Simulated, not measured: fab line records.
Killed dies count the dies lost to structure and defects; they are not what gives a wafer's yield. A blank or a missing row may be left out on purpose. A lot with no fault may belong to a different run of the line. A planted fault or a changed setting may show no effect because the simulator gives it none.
Chamber matching | flow gf180mcu | rie diel-01 running GF_V2_ETCH_16: 4 sister chambers
The step etches BARC in N2/H2. 4 wafers are shown with their chamber, then 8 later ones without.

== EACH WAFER AND ITS CHAMBER ==
wafer  | chamber | drypump motor current A (A)
L538.4 | 0       | 5.8
L542.2 | 1       | 5.0
L542.4 | 2       | 5.5
L547.1 | 3       | 6.4

== WAFERS WITHOUT THEIR CHAMBER ==
wafer  | drypump motor current A (A)
L547.4 | 5.1
L547.5 | 5.8
L553.1 | 5.7
L553.2 | 5.5
L553.4 | 5.1
L554.1 | 5.5
L554.4 | 5.0
L554.6 | 5.5

== THE CHAMBER EACH PASSED THROUGH ==
wafer  | from the rows above     | in truth
L547.4 | 1                       | 1
L547.5 | 0                       | 0
L553.1 | can't be placed: 0 or 2 | 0
L553.2 | 2                       | 2
L553.4 | 1                       | 1
L554.1 | 2                       | 2
L554.4 | 1                       | 1
L554.6 | 2                       | 2
Correctly placed: 7 of 8. Not placeable from these rows: 1 (in 1, the candidates include the true chamber). Number placed wrongly: 0.
How it was worked out, from the rows above alone: a wafer's distance from a chamber is the root of the sum, over the readings, of the square of ((its reading less the chamber's mean) divided by the reading's scatter). The wafer belongs to the nearest chamber; if the next one is less than 2 further off, it can't be placed. A chamber's mean is the mean of its shown wafers. The scatter: with one shown wafer a chamber, the root of the mean of the squares of how far each hidden wafer lies from its nearest shown one.
